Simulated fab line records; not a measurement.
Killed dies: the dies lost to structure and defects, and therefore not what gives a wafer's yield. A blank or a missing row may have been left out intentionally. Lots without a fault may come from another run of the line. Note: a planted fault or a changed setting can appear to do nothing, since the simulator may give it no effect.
Which tool did it? :: flow gf180mcu :: 45 wafers from 15 lots sampled at 6 of the route's 602 steps

== WHAT EACH GAUGE READ, for each wafer ==
GF_M2_OVL_MEAS_15. Usual: M2_OVL typically reads 0 nm, with standard deviation 5.7.
lot: L943
measured: day 18 21:23
on: overlay-02
M2_OVL (nm): 3 -6 8
flag: 

lot: L944
measured: day 19 09:20
on: overlay-02
M2_OVL (nm): 6 -12 -7
flag: 

lot: L945
measured: day 19 21:35
on: overlay-02
M2_OVL (nm): -1 -3 0
flag: 

lot: L947
measured: day 20 16:31
on: overlay-02
M2_OVL (nm): -1 15 0
flag: 

lot: L950
measured: day 21 22:32
on: overlay-02
M2_OVL (nm): -3 -4 4
flag: 

lot: L951
measured: day 22 04:47
on: overlay-02
M2_OVL (nm): -11 -10 -6
flag: 

lot: L956
measured: day 24 00:59
on: overlay-02
M2_OVL (nm): 7 -3 4
flag: 

lot: L957
measured: day 24 06:52
on: overlay-01
M2_OVL (nm): 1 -2 2
flag: 

lot: L958
measured: day 24 21:43
on: overlay-02
M2_OVL (nm): -5 -8 -9
flag: 

lot: L960
measured: day 25 14:25
on: overlay-01
M2_OVL (nm): -17 -7 -18
flag: 

lot: L962
measured: day 25 23:11
on: overlay-02
M2_OVL (nm): 4 0 -3
flag: 

lot: L963
measured: day 26 07:35
on: overlay-01
M2_OVL (nm): 8 -4 5
flag: 

lot: L964
measured: day 26 15:09
on: overlay-02
M2_OVL (nm): -5 -1 0
flag: 

lot: L965
measured: day 26 23:02
on: overlay-02
M2_OVL (nm): 1 -1 2
flag: 

lot: L966
measured: day 27 06:07
on: overlay-02
M2_OVL (nm): 8 0 -2
flag: 

GF_V2_THK_MEAS_25: measures by xrf. Usual: V2_W_THK typically reads 353 nm, with standard deviation 4.6.
lot: L943
measured: day 20 00:09
on: film-metro-02
V2_W_THK (nm): 356 358 355
flag: 

lot: L944
measured: day 20 12:20
on: film-metro-01
V2_W_THK (nm): 349 351 348
flag: 

lot: L945
measured: day 21 00:25
on: film-metro-04
V2_W_THK (nm): 355 356 355
flag: 

lot: L947
measured: day 21 19:13
on: film-metro-01
V2_W_THK (nm): 345 344 348
flag: 

lot: L950
measured: day 23 00:25
on: film-metro-04
V2_W_THK (nm): 346 344 347
flag: 

lot: L951
measured: day 23 06:33
on: film-metro-01
V2_W_THK (nm): 348 349 345
flag: 

lot: L956
measured: day 25 01:10
on: film-metro-04
V2_W_THK (nm): 353 354 352
flag: 

lot: L957
measured: day 25 06:40
on: film-metro-04
V2_W_THK (nm): 355 360 355
flag: 

lot: L958
measured: day 25 22:03
on: film-metro-01
V2_W_THK (nm): 348 349 347
flag: 

lot: L960
measured: day 26 14:12
on: film-metro-01
V2_W_THK (nm): 359 361 354
flag: 

lot: L962
measured: day 26 22:22
on: film-metro-02
V2_W_THK (nm): 348 351 351
flag: 

lot: L963
measured: day 27 05:55
on: film-metro-04
V2_W_THK (nm): 357 353 359
flag: 

lot: L964
measured: day 27 13:52
on: film-metro-01
V2_W_THK (nm): 353 356 354
flag: 

lot: L965
measured: day 27 22:11
on: film-metro-02
V2_W_THK (nm): 355 357 358
flag: 

lot: L966
measured: day 28 05:10
on: film-metro-02
V2_W_THK (nm): 357 355 352
flag: 

GF_M3_RS_MEAS_05: uses a four-point probe to measure. Usual: M3_ALCU_RS typically reads 0.0692 ohm/sq, with standard deviation 0.00071.
lot: L943
measured: day 20 00:44
on: film-metro-04
M3_ALCU_RS (ohm/sq): 0.0681 0.0687 0.0681
flag: 

lot: L944
measured: day 20 12:56
on: film-metro-03
M3_ALCU_RS (ohm/sq): 0.0693 0.0698 0.0693
flag: 

lot: L945
measured: day 21 01:11
on: film-metro-03
M3_ALCU_RS (ohm/sq): 0.0698 0.0689 0.0699
flag: 

lot: L947
measured: day 21 19:47
on: film-metro-03
M3_ALCU_RS (ohm/sq): 0.0684 0.0682 0.0684
flag: 

lot: L950
measured: day 23 01:01
on: film-metro-03
M3_ALCU_RS (ohm/sq): 0.0689 0.0693 0.0687
flag: 

lot: L951
measured: day 23 07:08
on: film-metro-02
M3_ALCU_RS (ohm/sq): 0.0685 0.0684 0.0682
flag: 

lot: L956
measured: day 25 01:45
on: film-metro-04
M3_ALCU_RS (ohm/sq): 7.1634 7.1848 7.1360
flag: OFF

lot: L957
measured: day 25 07:15
on: film-metro-04
M3_ALCU_RS (ohm/sq): 7.0791 7.0900 7.0426
flag: OFF

lot: L958
measured: day 25 22:38
on: film-metro-03
M3_ALCU_RS (ohm/sq): 7.1556 7.1750 7.1661
flag: OFF

lot: L960
measured: day 26 14:47
on: film-metro-02
M3_ALCU_RS (ohm/sq): 0.0699 0.0691 0.0699
flag: 

lot: L962
measured: day 26 22:58
on: film-metro-03
M3_ALCU_RS (ohm/sq): 0.0691 0.0694 0.0699
flag: 

lot: L963
measured: day 27 06:30
on: film-metro-03
M3_ALCU_RS (ohm/sq): 0.0697 0.0701 0.0702
flag: 

lot: L964
measured: day 27 14:29
on: film-metro-02
M3_ALCU_RS (ohm/sq): 0.0689 0.0688 0.0691
flag: 

lot: L965
measured: day 27 22:46
on: film-metro-02
M3_ALCU_RS (ohm/sq): 0.0696 0.0699 0.0701
flag: 

lot: L966
measured: day 28 06:25
on: film-metro-03
M3_ALCU_RS (ohm/sq): 0.0711 0.0705 0.0707
flag: 

GF_M3_THK_MEAS_06: measures by xrf. Usual: M3_ALCU_THK typically reads 454 nm, with standard deviation 4.9.
lot: L943
measured: day 20 00:51
on: film-metro-04
M3_ALCU_THK (nm): 462 459 461
flag: 

lot: L944
measured: day 20 13:02
on: film-metro-03
M3_ALCU_THK (nm): 451 450 454
flag: 

lot: L945
measured: day 21 01:18
on: film-metro-03
M3_ALCU_THK (nm): 447 453 446
flag: 

lot: L947
measured: day 21 19:55
on: film-metro-03
M3_ALCU_THK (nm): 456 460 457
flag: 

lot: L950
measured: day 23 01:07
on: film-metro-03
M3_ALCU_THK (nm): 459 458 461
flag: 

lot: L951
measured: day 23 07:15
on: film-metro-02
M3_ALCU_THK (nm): 458 459 462
flag: 

lot: L956
measured: day 25 01:52
on: film-metro-04
M3_ALCU_THK (nm): <0 <0 <0
flag: OFF

lot: L957
measured: day 25 07:22
on: film-metro-04
M3_ALCU_THK (nm): <0 <0 <0
flag: OFF

lot: L958
measured: day 25 22:45
on: film-metro-03
M3_ALCU_THK (nm): <0 <0 <0
flag: OFF

lot: L960
measured: day 26 14:54
on: film-metro-02
M3_ALCU_THK (nm): 455 457 452
flag: 

lot: L962
measured: day 26 23:05
on: film-metro-03
M3_ALCU_THK (nm): 453 451 446
flag: 

lot: L963
measured: day 27 06:37
on: film-metro-03
M3_ALCU_THK (nm): 454 451 451
flag: 

lot: L964
measured: day 27 14:34
on: film-metro-02
M3_ALCU_THK (nm): 458 456 455
flag: 

lot: L965
measured: day 27 22:53
on: film-metro-02
M3_ALCU_THK (nm): 453 452 450
flag: 

lot: L966
measured: day 28 06:32
on: film-metro-03
M3_ALCU_THK (nm): 444 448 446
flag: 

== EACH LOT AND THE TOOL THAT RAN IT (in order: tool; ch and the chambers of the sampled wafers; start) ==
lot: L943
GF_V1_STRIP_18: plasma-asher-03 ch 0,1, day 17 19:54
GF_M3_SPUTTER_02: pvd-sputter-04, day 20 00:38

lot: L944
GF_V1_STRIP_18: plasma-asher-03 ch 0,1, day 18 07:18
GF_M3_SPUTTER_02: pvd-sputter-02, day 20 12:49

lot: L945
GF_V1_STRIP_18: plasma-asher-04 ch 0,1, day 18 19:06
GF_M3_SPUTTER_02: pvd-sputter-03, day 21 01:05

lot: L947
GF_V1_STRIP_18: plasma-asher-04 ch 0,1, day 19 14:30
GF_M3_SPUTTER_02: pvd-sputter-02, day 21 19:42

lot: L950
GF_V1_STRIP_18: plasma-asher-02 ch 0,1, day 20 21:00
GF_M3_SPUTTER_02: pvd-sputter-04, day 23 00:54

lot: L951
GF_V1_STRIP_18: plasma-asher-02 ch 1, day 21 03:42
GF_M3_SPUTTER_02: pvd-sputter-04, day 23 07:02

lot: L956
GF_V1_STRIP_18: plasma-asher-02 ch 0,1, day 23 00:50
GF_M3_SPUTTER_02: pvd-sputter-04, day 25 01:40

lot: L957
GF_V1_STRIP_18: plasma-asher-03 ch 0,1, day 23 07:03
GF_M3_SPUTTER_02: pvd-sputter-03, day 25 07:10

lot: L958
GF_V1_STRIP_18: plasma-asher-03 ch 0,1, day 23 21:45
GF_M3_SPUTTER_02: pvd-sputter-03, day 25 22:32

lot: L960
GF_V1_STRIP_18: plasma-asher-02 ch 0,1, day 24 15:42
GF_M3_SPUTTER_02: pvd-sputter-04, day 26 14:41

lot: L962
GF_V1_STRIP_18: plasma-asher-04 ch 0, day 25 00:44
GF_M3_SPUTTER_02: pvd-sputter-02, day 26 22:52

lot: L963
GF_V1_STRIP_18: plasma-asher-04 ch 0,1, day 25 08:39
GF_M3_SPUTTER_02: pvd-sputter-04, day 27 06:23

lot: L964
GF_V1_STRIP_18: plasma-asher-03 ch 0,1, day 25 16:20
GF_M3_SPUTTER_02: pvd-sputter-02, day 27 14:21

lot: L965
GF_V1_STRIP_18: plasma-asher-03 ch 1, day 26 01:06
GF_M3_SPUTTER_02: pvd-sputter-03, day 27 22:40

lot: L966
GF_V1_STRIP_18: plasma-asher-03 ch 0,1, day 26 08:11
GF_M3_SPUTTER_02: pvd-sputter-04, day 28 06:20
- GF_V1_STRIP_18: strips in O2/N2.
- GF_M3_SPUTTER_02: material AlCu, target thk 450 nm, time 23.9 s.

== AS READ BY THE TOOLS THEMSELVES (means over the sampled wafers that have a number; for cases with no such wafer, the mark the record gives instead) ==
GF_V1_STRIP_18. Usual: drypump-motor-current-A 5.8 A, standard deviation 0.57; heater-power-w 332 W, standard deviation 19; oes-product-au 0.593 a.u., standard deviation 0.0051.
lot: L943
tool: plasma-asher-03
drypump-motor-current-A (A): 6.1
heater-power-w (W): 340
oes-product-au (a.u.): 0.591
flag: 

lot: L944
tool: plasma-asher-03
drypump-motor-current-A (A): 5.7
heater-power-w (W): 334
oes-product-au (a.u.): 0.593
flag: 

lot: L945
tool: plasma-asher-04
drypump-motor-current-A (A): 6.0
heater-power-w (W): 343
oes-product-au (a.u.): 0.595
flag: 

lot: L947
tool: plasma-asher-04
drypump-motor-current-A (A): 5.7
heater-power-w (W): 350
oes-product-au (a.u.): 0.590
flag: 

lot: L950
tool: plasma-asher-02
drypump-motor-current-A (A): 5.7
heater-power-w (W): 311
oes-product-au (a.u.): 0.591
flag: 

lot: L951
tool: plasma-asher-02
drypump-motor-current-A (A): 5.6
heater-power-w (W): 306
oes-product-au (a.u.): 0.589
flag: 

lot: L956
tool: plasma-asher-02
drypump-motor-current-A (A): 5.6
heater-power-w (W): 312
oes-product-au (a.u.): 0.598
flag: 

lot: L957
tool: plasma-asher-03
drypump-motor-current-A (A): 6.2
heater-power-w (W): 344
oes-product-au (a.u.): 0.594
flag: 

lot: L958
tool: plasma-asher-03
drypump-motor-current-A (A): 5.7
heater-power-w (W): 331
oes-product-au (a.u.): 0.594
flag: 

lot: L960
tool: plasma-asher-02
drypump-motor-current-A (A): 5.7
heater-power-w (W): 310
oes-product-au (a.u.): 0.593
flag: 

lot: L962
tool: plasma-asher-04
drypump-motor-current-A (A): 5.3
heater-power-w (W): 361
oes-product-au (a.u.): 0.595
flag: 

lot: L963
tool: plasma-asher-04
drypump-motor-current-A (A): 6.0
heater-power-w (W): 349
oes-product-au (a.u.): 0.592
flag: 

lot: L964
tool: plasma-asher-03
drypump-motor-current-A (A): 6.2
heater-power-w (W): 334
oes-product-au (a.u.): 0.601
flag: 

lot: L965
tool: plasma-asher-03
drypump-motor-current-A (A): 5.2
heater-power-w (W): 320
oes-product-au (a.u.): 0.590
flag: 

lot: L966
tool: plasma-asher-03
drypump-motor-current-A (A): 6.2
heater-power-w (W): 343
oes-product-au (a.u.): 0.594
flag: 

GF_M3_SPUTTER_02. Usual: cathode-dc-power-W 10600 W, standard deviation 1.8; chamber-pressure-pa 0.4001 Pa, standard deviation 0.00083; throttle-valve-pct 29.7 %, standard deviation 1.2.
lot: L943
tool: pvd-sputter-04
cathode-dc-power-W (W): 10601
chamber-pressure-pa (Pa): 0.4003
throttle-valve-pct (%): 29.4
flag: 

lot: L944
tool: pvd-sputter-02
cathode-dc-power-W (W): 10600
chamber-pressure-pa (Pa): 0.3996
throttle-valve-pct (%): 29.2
flag: 

lot: L945
tool: pvd-sputter-03
cathode-dc-power-W (W): 10602
chamber-pressure-pa (Pa): 0.4003
throttle-valve-pct (%): 29.6
flag: 

lot: L947
tool: pvd-sputter-02
cathode-dc-power-W (W): 10599
chamber-pressure-pa (Pa): 0.4003
throttle-valve-pct (%): 29.4
flag: 

lot: L950
tool: pvd-sputter-04
cathode-dc-power-W (W): 10600
chamber-pressure-pa (Pa): 0.4003
throttle-valve-pct (%): 29.2
flag: 

lot: L951
tool: pvd-sputter-04
cathode-dc-power-W (W): 10601
chamber-pressure-pa (Pa): 0.4001
throttle-valve-pct (%): 29.8
flag: 

lot: L956
tool: pvd-sputter-04
cathode-dc-power-W (W): -
chamber-pressure-pa (Pa): -
throttle-valve-pct (%): -
flag: OFF

lot: L957
tool: pvd-sputter-03
cathode-dc-power-W (W): -
chamber-pressure-pa (Pa): -
throttle-valve-pct (%): -
flag: OFF

lot: L958
tool: pvd-sputter-03
cathode-dc-power-W (W): -
chamber-pressure-pa (Pa): -
throttle-valve-pct (%): -
flag: OFF

lot: L960
tool: pvd-sputter-04
cathode-dc-power-W (W): 10598
chamber-pressure-pa (Pa): 0.4009
throttle-valve-pct (%): 29.2
flag: 

lot: L962
tool: pvd-sputter-02
cathode-dc-power-W (W): 10600
chamber-pressure-pa (Pa): 0.3989
throttle-valve-pct (%): 31.1
flag: 

lot: L963
tool: pvd-sputter-04
cathode-dc-power-W (W): 10600
chamber-pressure-pa (Pa): 0.4000
throttle-valve-pct (%): 29.7
flag: 

lot: L964
tool: pvd-sputter-02
cathode-dc-power-W (W): 10601
chamber-pressure-pa (Pa): 0.4005
throttle-valve-pct (%): 30.5
flag: 

lot: L965
tool: pvd-sputter-03
cathode-dc-power-W (W): 10600
chamber-pressure-pa (Pa): 0.4001
throttle-valve-pct (%): 30.7
flag: 

lot: L966
tool: pvd-sputter-04
cathode-dc-power-W (W): 10599
chamber-pressure-pa (Pa): 0.3998
throttle-valve-pct (%): 28.9
flag: 

== THE ANSWER, worked out from the rows above alone ==
Rule: a lot is off if the mean of its wafers that have a number lies more than 3 standard deviations from the usual mean. Also off: a lot with no number at a reading for which 4 or more lots have one. Where the step has rows for the other lots, those lots are counted as sound. Order of review: gauges by route order, followed by the tools' own readings, for which a lot's mean as printed above is used. At the first step where some lot is off, the reading lying furthest off is the one used; lots without a number count as furthest.
Off: L956, L957, L958, at GF_M3_RS_MEAS_05 (M3_ALCU_RS).
A tool fits if, at a process step before that reading, it ran every lot that is off, and no sound lot after the first of them. The gauges at GF_M3_RS_MEAS_05 aren't tried: what is off there is off at GF_M3_SPUTTER_02 too, on other tools, and a gauge's error can't cause that. None of those tried fits.

== WHAT THE SIMULATOR HAD PUT IN ==
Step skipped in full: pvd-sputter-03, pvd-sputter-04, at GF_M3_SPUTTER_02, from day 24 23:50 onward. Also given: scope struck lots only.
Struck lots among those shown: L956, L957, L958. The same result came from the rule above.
